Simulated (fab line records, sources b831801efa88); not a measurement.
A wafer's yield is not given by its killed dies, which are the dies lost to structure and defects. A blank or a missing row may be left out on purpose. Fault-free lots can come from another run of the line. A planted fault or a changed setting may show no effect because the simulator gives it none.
Which tool did it?	flow sky130	39 wafers from 13 lots sampled at 2 of the route's 708 steps

WHAT THE GAUGES SHOWED, per wafer
SKY_VIA4_RS_MEAS_19: the measuring method here is four-point-probe.
lot	measured	on	VIA4_W_RS (ohm/sq)
L656	day 42 03:35	film_metro-03	0.2249 0.2235 0.2234
L657	day 42 23:24	film_metro-01	0.2245 0.2229 0.2256
L659	day 43 07:13	film_metro-01	0.2244 0.2243 0.2237
L660	day 44 10:21	film_metro-01	0.2259 0.2250 0.2261
L661	day 44 18:08	film_metro-03	0.2218 0.2260 0.2276
L662	day 44 19:32	film_metro-01	0.2264 0.2288 0.2270
L664	day 44 23:09	film_metro-01	0.2234 0.2226 0.2225
L665	day 45 07:00	film_metro-01	0.2227 0.2243 0.2258
L666	day 45 18:19	film_metro-01	0.2276 0.2248 0.2264
L673	day 47 11:54	film_metro-01	0.2212 0.2227 0.2232
L675	day 47 18:26	film_metro-03	0.2257 0.2282 0.2281
L678	day 48 19:59	film_metro-03	0.2283 0.2238 0.2271
L679	day 48 15:08	film_metro-01	0.2260 0.2264 0.2251

WHAT TOOL EACH LOT RAN ON (gives the tool, then ch and the chambers of the sampled wafers, and finally the start)
lot	SKY_FIELD_ISO_CLEAN_19
L656	wet_bench-04 ch 0, day 2 03:55
L657	wet_bench-02 ch 2, day 2 13:53
L659	wet_bench-04 ch 2, day 2 22:35
L660	wet_bench-04 ch 2, day 3 01:49
L661	wet_bench-04 ch 2, day 3 07:13
L662	wet_bench-04 ch 3, day 3 11:22
L664	wet_bench-02 ch 0, day 3 22:19
L665	wet_bench-04 ch 0, day 4 05:04
L666	wet_bench-04 ch 3, day 4 15:31
L673	wet_bench-03 ch 2, day 5 21:49
L675	wet_bench-03 ch 1, day 6 07:31
L678	wet_bench-03 ch 2, day 7 01:02
L679	wet_bench-04 ch 2, day 7 04:11
- SKY_FIELD_ISO_CLEAN_19: cleans in SC1/SC2, time 150 s.

AS READ BY THE TOOLS THEMSELVES (means over the sampled wafers that have a number; for cases with no such wafer, the mark the record gives instead)
The record holds no such reading with a usual standard deviation.

THE ANSWER, worked out from the rows above alone
Rule: the lots themselves supply what counts as usual. The widest of any qualifying gaps counts: lots, ordered by their means at a reading, are off when they make up no more than a third of the lots, leave a main group of 4 or more, and stand apart from it by 3 or more times the standard deviation of that group's means. A main group is skipped when, at the precision printed for the reading in the tables above, its means are all equal. Also off: a lot with no number at a reading for which 4 or more lots have one. Where the step has rows for the other lots, those lots are counted as sound. The gauges are gone through in route order, then the tools' own readings, and for those a lot's mean is taken as printed above. The first step at which some lot is off is used, and at that step the reading that is off furthest; a lot without a number counts as furthest.
No lot is off on any of the readings shown, so nothing can be concluded from this.

WHAT WAS PUT IN BY THE SIMULATOR
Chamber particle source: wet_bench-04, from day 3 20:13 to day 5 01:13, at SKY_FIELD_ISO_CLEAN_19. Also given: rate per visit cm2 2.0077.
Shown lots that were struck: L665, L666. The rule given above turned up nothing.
